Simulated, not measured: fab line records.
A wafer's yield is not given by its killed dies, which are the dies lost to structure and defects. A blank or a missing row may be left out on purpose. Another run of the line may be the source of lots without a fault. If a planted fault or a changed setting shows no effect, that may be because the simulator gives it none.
What tool caused it? || flow gf180mcu || 12 lots with 36 wafers sampled at 6 steps, on a route of 602 steps

WHAT THE GAUGES READ, wafer by wafer
GF_MVSD_TW_MEAS_11.
{"lot": "L907", "measured": "day 4 10:44", "on": "film-metro-03", "MVSD_TW": "1578 1572 1575"}
{"lot": "L908", "measured": "day 4 16:00", "on": "film-metro-03", "MVSD_TW": "1565 1573 1572"}
{"lot": "L910", "measured": "day 5 03:20", "on": "film-metro-03", "MVSD_TW": "1589 1589 1586"}
{"lot": "L911", "measured": "day 5 09:28", "on": "film-metro-01", "MVSD_TW": "1550 1548 1542"}
{"lot": "L912", "measured": "day 5 14:51", "on": "film-metro-03", "MVSD_TW": "1592 1587 1588"}
{"lot": "L913", "measured": "day 5 19:57", "on": "film-metro-03", "MVSD_TW": "1591 1596 1603"}
{"lot": "L914", "measured": "day 6 02:02", "on": "film-metro-01", "MVSD_TW": "1545 1550 1546"}
{"lot": "L916", "measured": "day 6 13:52", "on": "film-metro-04", "MVSD_TW": "1598 1596 1595"}
{"lot": "L917", "measured": "day 6 21:24", "on": "film-metro-04", "MVSD_TW": "1588 1585 1583"}
{"lot": "L918", "measured": "day 7 02:24", "on": "film-metro-04", "MVSD_TW": "1592 1598 1590"}
{"lot": "L923", "measured": "day 8 08:14", "on": "film-metro-03", "MVSD_TW": "1593 1588 1584"}
{"lot": "L924", "measured": "day 8 13:39", "on": "film-metro-03", "MVSD_TW": "1582 1580 1588"}

GF_MVPSD_TW_MEAS_11.
{"lot": "L907", "measured": "day 5 00:50", "on": "film-metro-01", "MVPSD_TW": "547 545 544"}
{"lot": "L908", "measured": "day 5 05:45", "on": "film-metro-03", "MVPSD_TW": "555 560 561"}
{"lot": "L910", "measured": "day 5 18:02", "on": "film-metro-03", "MVPSD_TW": "557 561 557"}
{"lot": "L911", "measured": "day 5 23:58", "on": "film-metro-04", "MVPSD_TW": "557 558 554"}
{"lot": "L912", "measured": "day 6 06:02", "on": "film-metro-01", "MVPSD_TW": "543 541 544"}
{"lot": "L913", "measured": "day 6 10:11", "on": "film-metro-03", "MVPSD_TW": "556 556 555"}
{"lot": "L914", "measured": "day 6 16:41", "on": "film-metro-03", "MVPSD_TW": "555 555 555"}
{"lot": "L916", "measured": "day 7 05:01", "on": "film-metro-01", "MVPSD_TW": "539 540 538"}
{"lot": "L917", "measured": "day 7 13:27", "on": "film-metro-03", "MVPSD_TW": "578 582 578 582 581 580"}
{"lot": "L918", "measured": "day 7 18:20", "on": "film-metro-01", "MVPSD_TW": "539 539 538"}
{"lot": "L923", "measured": "day 9 02:07", "on": "film-metro-03", "MVPSD_TW": "577 578 580 577 575 578"}
{"lot": "L924", "measured": "day 9 07:01", "on": "film-metro-01", "MVPSD_TW": "568 568 570"}

GF_VT_IMPLANT_RS_MEAS_49: a four-point-probe measurement.
{"lot": "L907", "measured": "day 7 12:24", "on": "film-metro-04", "MVPSD_RS (ohm/sq)": "1161 1163 1163"}
{"lot": "L908", "measured": "day 7 18:14", "on": "film-metro-04", "MVPSD_RS (ohm/sq)": "1170 1168 1167"}
{"lot": "L910", "measured": "day 8 08:06", "on": "film-metro-01", "MVPSD_RS (ohm/sq)": "1159 1165 1163"}
{"lot": "L911", "measured": "day 8 15:57", "on": "film-metro-04", "MVPSD_RS (ohm/sq)": "1166 1165 1168"}
{"lot": "L912", "measured": "day 8 22:58", "on": "film-metro-03", "MVPSD_RS (ohm/sq)": "1174 1176 1172"}
{"lot": "L913", "measured": "day 9 02:52", "on": "film-metro-04", "MVPSD_RS (ohm/sq)": "1172 1172 1169"}
{"lot": "L914", "measured": "day 9 10:19", "on": "film-metro-01", "MVPSD_RS (ohm/sq)": "1166 1169 1169"}
{"lot": "L916", "measured": "day 9 23:39", "on": "film-metro-01", "MVPSD_RS (ohm/sq)": "1165 1169 1166"}
{"lot": "L917", "measured": "day 10 09:25", "on": "film-metro-03", "MVPSD_RS (ohm/sq)": "1007 1006 1009 1008 1007 1009"}
{"lot": "L918", "measured": "day 10 15:14", "on": "film-metro-03", "MVPSD_RS (ohm/sq)": "1165 1166 1166"}
{"lot": "L923", "measured": "day 12 02:16", "on": "film-metro-04", "MVPSD_RS (ohm/sq)": "1008 1012 1009 1011 1012 1009"}
{"lot": "L924", "measured": "day 12 08:49", "on": "film-metro-01", "MVPSD_RS (ohm/sq)": "1004 1003 1005 1005 1004 1003"}

TOOL THAT RAN EACH LOT (tool first, then ch and the chambers of the sampled wafers, then the start)
{"lot": "L907", "GF_NWELL_STRIP_10": "plasma-asher-01 ch 0,1, day 3 08:14", "GF_MVPSD_IMPLANT_09": "implanter-04 ch 0, day 5 00:35", "GF_MVPSD_STRIP_10": "plasma-asher-01 ch 0,1, day 5 00:44"}
{"lot": "L908", "GF_NWELL_STRIP_10": "plasma-asher-04 ch 0,1, day 3 12:53", "GF_MVPSD_IMPLANT_09": "implanter-04 ch 0, day 5 05:31", "GF_MVPSD_STRIP_10": "plasma-asher-02 ch 0,1, day 5 05:38"}
{"lot": "L910", "GF_NWELL_STRIP_10": "plasma-asher-04 ch 0,1, day 3 23:14", "GF_MVPSD_IMPLANT_09": "implanter-03 ch 0, day 5 17:47", "GF_MVPSD_STRIP_10": "plasma-asher-04 ch 0,1, day 5 17:56"}
{"lot": "L911", "GF_NWELL_STRIP_10": "plasma-asher-01 ch 0,1, day 4 05:22", "GF_MVPSD_IMPLANT_09": "implanter-03 ch 0, day 5 23:44", "GF_MVPSD_STRIP_10": "plasma-asher-02 ch 0,1, day 5 23:52"}
{"lot": "L912", "GF_NWELL_STRIP_10": "plasma-asher-03 ch 0,1, day 4 09:38", "GF_MVPSD_IMPLANT_09": "implanter-02 ch 0, day 6 05:47", "GF_MVPSD_STRIP_10": "plasma-asher-01 ch 0,1, day 6 05:56"}
{"lot": "L913", "GF_NWELL_STRIP_10": "plasma-asher-04 ch 0, day 4 16:05", "GF_MVPSD_IMPLANT_09": "implanter-02 ch 0, day 6 09:56", "GF_MVPSD_STRIP_10": "plasma-asher-01 ch 1, day 6 10:05"}
{"lot": "L914", "GF_NWELL_STRIP_10": "plasma-asher-03 ch 0,1, day 4 21:02", "GF_MVPSD_IMPLANT_09": "implanter-04 ch 0, day 6 16:26", "GF_MVPSD_STRIP_10": "plasma-asher-01 ch 0,1, day 6 16:35"}
{"lot": "L916", "GF_NWELL_STRIP_10": "plasma-asher-03 ch 0,1, day 5 07:50", "GF_MVPSD_IMPLANT_09": "implanter-03 ch 0, day 7 04:47", "GF_MVPSD_STRIP_10": "plasma-asher-01 ch 0,1, day 7 04:55"}
{"lot": "L917", "GF_NWELL_STRIP_10": "plasma-asher-03 ch 0,1, day 5 15:11", "GF_MVPSD_IMPLANT_09": "implanter-03 ch 0, day 7 12:53", "GF_MVPSD_STRIP_10": "plasma-asher-02 ch 0,1, day 7 13:21"}
{"lot": "L918", "GF_NWELL_STRIP_10": "plasma-asher-04 ch 0,1, day 5 20:02", "GF_MVPSD_IMPLANT_09": "implanter-03 ch 0, day 7 18:05", "GF_MVPSD_STRIP_10": "plasma-asher-02 ch 0,1, day 7 18:14"}
{"lot": "L923", "GF_NWELL_STRIP_10": "plasma-asher-04 ch 0,1, day 7 00:47", "GF_MVPSD_IMPLANT_09": "implanter-03 ch 0, day 9 01:14", "GF_MVPSD_STRIP_10": "plasma-asher-04 ch 0,1, day 9 01:52"}
{"lot": "L924", "GF_NWELL_STRIP_10": "plasma-asher-03 ch 1, day 7 04:53", "GF_MVPSD_IMPLANT_09": "implanter-03 ch 0, day 9 06:20", "GF_MVPSD_STRIP_10": "plasma-asher-01 ch 1, day 9 06:49"}
- GF_NWELL_STRIP_10: strips in O2/N2.
- GF_MVPSD_IMPLANT_09
- GF_MVPSD_STRIP_10: strips in O2/N2.

WHAT THE TOOLS THEMSELVES READ (means of the sampled wafers that have a number; where no wafer has one, the mark that the record gives instead)
GF_NWELL_STRIP_10.
{"lot": "L907", "tool": "plasma-asher-01", "drypump-motor-current-A (A)": 5.8, "heater-power-w (W)": 350, "oes-product-au (a.u.)": 0.721, "platen-temp-c (C)": 249.92, "strip-time-to-endpoint-s (s)": 36.98}
{"lot": "L908", "tool": "plasma-asher-04", "drypump-motor-current-A (A)": 5.1, "heater-power-w (W)": 339, "oes-product-au (a.u.)": 0.726, "platen-temp-c (C)": 250.09, "strip-time-to-endpoint-s (s)": 36.89}
{"lot": "L910", "tool": "plasma-asher-04", "drypump-motor-current-A (A)": 5.4, "heater-power-w (W)": 345, "oes-product-au (a.u.)": 0.721, "platen-temp-c (C)": 249.91, "strip-time-to-endpoint-s (s)": 36.94}
{"lot": "L911", "tool": "plasma-asher-01", "drypump-motor-current-A (A)": 5.8, "heater-power-w (W)": 347, "oes-product-au (a.u.)": 0.723, "platen-temp-c (C)": 250.01, "strip-time-to-endpoint-s (s)": 37.12}
{"lot": "L912", "tool": "plasma-asher-03", "drypump-motor-current-A (A)": 5.6, "heater-power-w (W)": 342, "oes-product-au (a.u.)": 0.723, "platen-temp-c (C)": 250.21, "strip-time-to-endpoint-s (s)": 36.95}
{"lot": "L913", "tool": "plasma-asher-04", "drypump-motor-current-A (A)": 5.8, "heater-power-w (W)": 359, "oes-product-au (a.u.)": 0.727, "platen-temp-c (C)": 250.07, "strip-time-to-endpoint-s (s)": 36.99}
{"lot": "L914", "tool": "plasma-asher-03", "drypump-motor-current-A (A)": 5.5, "heater-power-w (W)": 341, "oes-product-au (a.u.)": 0.722, "platen-temp-c (C)": 250.00, "strip-time-to-endpoint-s (s)": 37.00}
{"lot": "L916", "tool": "plasma-asher-03", "drypump-motor-current-A (A)": 5.3, "heater-power-w (W)": 358, "oes-product-au (a.u.)": 0.721, "platen-temp-c (C)": 249.94, "strip-time-to-endpoint-s (s)": 37.05}
{"lot": "L917", "tool": "plasma-asher-03", "drypump-motor-current-A (A)": 5.3, "heater-power-w (W)": 361, "oes-product-au (a.u.)": 0.722, "platen-temp-c (C)": 249.98, "strip-time-to-endpoint-s (s)": 36.95}
{"lot": "L918", "tool": "plasma-asher-04", "drypump-motor-current-A (A)": 5.1, "heater-power-w (W)": 334, "oes-product-au (a.u.)": 0.723, "platen-temp-c (C)": 249.89, "strip-time-to-endpoint-s (s)": 37.09}
{"lot": "L923", "tool": "plasma-asher-04", "drypump-motor-current-A (A)": 5.4, "heater-power-w (W)": 348, "oes-product-au (a.u.)": 0.728, "platen-temp-c (C)": 250.25, "strip-time-to-endpoint-s (s)": 36.90}
{"lot": "L924", "tool": "plasma-asher-03", "drypump-motor-current-A (A)": 5.2, "heater-power-w (W)": 379, "oes-product-au (a.u.)": 0.726, "platen-temp-c (C)": 249.82, "strip-time-to-endpoint-s (s)": 36.82}

GF_MVPSD_STRIP_10.
{"lot": "L907", "tool": "plasma-asher-01", "drypump-motor-current-A (A)": 5.6, "heater-power-w (W)": 348, "oes-product-au (a.u.)": 0.724, "platen-temp-c (C)": 250.05, "strip-time-to-endpoint-s (s)": 36.91}
{"lot": "L908", "tool": "plasma-asher-02", "drypump-motor-current-A (A)": 5.9, "heater-power-w (W)": 322, "oes-product-au (a.u.)": 0.726, "platen-temp-c (C)": 250.14, "strip-time-to-endpoint-s (s)": 36.92}
{"lot": "L910", "tool": "plasma-asher-04", "drypump-motor-current-A (A)": 5.1, "heater-power-w (W)": 341, "oes-product-au (a.u.)": 0.719, "platen-temp-c (C)": 250.13, "strip-time-to-endpoint-s (s)": 37.08}
{"lot": "L911", "tool": "plasma-asher-02", "drypump-motor-current-A (A)": 5.9, "heater-power-w (W)": 318, "oes-product-au (a.u.)": 0.726, "platen-temp-c (C)": 250.05, "strip-time-to-endpoint-s (s)": 36.91}
{"lot": "L912", "tool": "plasma-asher-01", "drypump-motor-current-A (A)": 5.8, "heater-power-w (W)": 351, "oes-product-au (a.u.)": 0.722, "platen-temp-c (C)": 249.88, "strip-time-to-endpoint-s (s)": 36.89}
{"lot": "L913", "tool": "plasma-asher-01", "drypump-motor-current-A (A)": 5.4, "heater-power-w (W)": 341, "oes-product-au (a.u.)": 0.721, "platen-temp-c (C)": 249.86, "strip-time-to-endpoint-s (s)": 36.94}
{"lot": "L914", "tool": "plasma-asher-01", "drypump-motor-current-A (A)": 5.8, "heater-power-w (W)": 347, "oes-product-au (a.u.)": 0.723, "platen-temp-c (C)": 249.83, "strip-time-to-endpoint-s (s)": 36.96}
{"lot": "L916", "tool": "plasma-asher-01", "drypump-motor-current-A (A)": 5.6, "heater-power-w (W)": 351, "oes-product-au (a.u.)": 0.721, "platen-temp-c (C)": 250.07, "strip-time-to-endpoint-s (s)": 36.82}
{"lot": "L917", "tool": "plasma-asher-02", "drypump-motor-current-A (A)": 5.9, "heater-power-w (W)": 319, "oes-product-au (a.u.)": 0.722, "platen-temp-c (C)": 250.25, "strip-time-to-endpoint-s (s)": 37.09}
{"lot": "L918", "tool": "plasma-asher-02", "drypump-motor-current-A (A)": 5.9, "heater-power-w (W)": 320, "oes-product-au (a.u.)": 0.725, "platen-temp-c (C)": 250.12, "strip-time-to-endpoint-s (s)": 37.00}
{"lot": "L923", "tool": "plasma-asher-04", "drypump-motor-current-A (A)": 5.1, "heater-power-w (W)": 337, "oes-product-au (a.u.)": 0.729, "platen-temp-c (C)": 250.11, "strip-time-to-endpoint-s (s)": 37.01}
{"lot": "L924", "tool": "plasma-asher-01", "drypump-motor-current-A (A)": 5.4, "heater-power-w (W)": 336, "oes-product-au (a.u.)": 0.728, "platen-temp-c (C)": 249.90, "strip-time-to-endpoint-s (s)": 37.03}

THE ANSWER, worked out from the rows above alone
Rule: what is usual is taken from the lots themselves. The widest of any qualifying gaps counts: lots, ordered by their means at a reading, are off when they make up no more than a third of the lots, leave a main group of 4 or more, and stand apart from it by 3 or more times the standard deviation of that group's means. A main group whose means are all the same, to the digits that the tables above print for the reading, isn't used. Also off: a lot with no number at a reading for which 4 or more lots have one. The other lots that the step has rows for count as sound. First the gauges in route order, then the tools' own readings, where a lot's mean is used as printed above. The first step at which some lot is off is used, and at that step the reading that is off furthest; a lot without a number counts as furthest.
Off: at GF_VT_IMPLANT_RS_MEAS_49 (MVPSD_RS), L917, L923, L924. The main group: mean 1167 ohm/sq, standard deviation 3.5.
A tool fits if, at a process step before that reading, it ran every lot that is off, and no sound lot after the first of them. Those tools and the gauges at GF_VT_IMPLANT_RS_MEAS_49 are tried in the same way. None of those tried fits.

WHAT THE SIMULATOR PUT IN
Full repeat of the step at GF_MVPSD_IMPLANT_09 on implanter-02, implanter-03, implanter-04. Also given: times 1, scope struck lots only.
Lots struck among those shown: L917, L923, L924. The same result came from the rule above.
